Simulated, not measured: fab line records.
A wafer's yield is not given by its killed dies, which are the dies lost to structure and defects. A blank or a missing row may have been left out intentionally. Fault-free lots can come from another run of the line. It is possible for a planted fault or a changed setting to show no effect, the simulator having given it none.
A single fault, viewed from 2 desks :: flow sky130 :: only its own numbers are on each desk; what lay behind them is given at the end

## METROLOGY DESK
What the gauges read, lot by lot, whatever tool the lot ran on: means of the sampled wafers that have a number. The brackets show how far a lot's mean lies from the usual mean; more than 4 standard deviations puts the lot out of limits, marked OUT.
Columns: A = LDD_HVP_TW at SKY_LDD_HVP_TW_MEAS_10, usual 455; B = VIA4_W_RS at SKY_VIA4_RS_MEAS_19, usual 0.2274 ohm/sq
lot: L715
first seen here: day 22 03:32
A: 450
B: 0.2264

lot: L716
first seen here: day 22 13:11
A: 446
B: 0.2263

lot: L718
first seen here: day 23 00:45
A: 466
B: 0.2289

lot: L723
first seen here: day 24 18:42
A: 447
B: 0.2241

lot: L724
first seen here: day 25 05:21
A: 451
B: 0.1907 (-16) OUT

lot: L726
first seen here: day 25 19:10
A: 464
B: 0.1528 (-32) OUT

lot: L728
first seen here: day 26 08:04
A: 467
B: 0.2261

lot: L731
first seen here: day 27 09:18
A: 452
B: 0.2260

lot: L736
first seen here: day 29 06:26
A: 452
B: 0.2282

lot: L737
first seen here: day 29 09:59
A: 449
B: 0.2280
Per this desk, out of limits: L724, L726; the first was L724, day 45 16:36 (VIA4_W_RS at SKY_VIA4_RS_MEAS_19). In limits: L715, L716, L718, L723, L728, L731, L736, L737.

## FOR THE TOOL OWNER'S DESK: cvdW-01
The tool's own readings at SKY_VIA4_CVD_18 (deposits W, target thk 505 nm, time 152.14 s): means of the sampled wafers that have a number, for each lot that ran on this tool. The brackets show how far a lot's mean lies from the usual mean; more than 4 standard deviations puts the lot out of limits, marked OUT.
Columns: A = heaterPowerW at SKY_VIA4_CVD_18, usual 919 W; B = susceptorTempC at SKY_VIA4_CVD_18, usual 399.98 C
lot: L724
first seen here: day 45 16:27
A: 951
B: 399.98

lot: L726
first seen here: day 46 05:25
A: 963
B: 399.76
Result from this desk: across the 2 lots, nothing is out of limits.

## PUT TOGETHER
The metrology desk could have raised an alarm at day 45 16:36, on L724, L726.
Nothing out of limits was seen by the tool owner's desk.
Tool owner's desk: L724, L726 on record, inside its limits.
On cvdW-01, each named lot ran SKY_VIA4_CVD_18.

## WHAT THE SIMULATOR HAD INSERTED
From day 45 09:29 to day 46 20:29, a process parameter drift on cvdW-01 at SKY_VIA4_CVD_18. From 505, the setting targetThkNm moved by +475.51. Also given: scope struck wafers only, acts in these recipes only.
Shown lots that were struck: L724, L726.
Per desk, hours elapsed from the start of the fault to the first reading out of limits: for the metrology desk, 7.
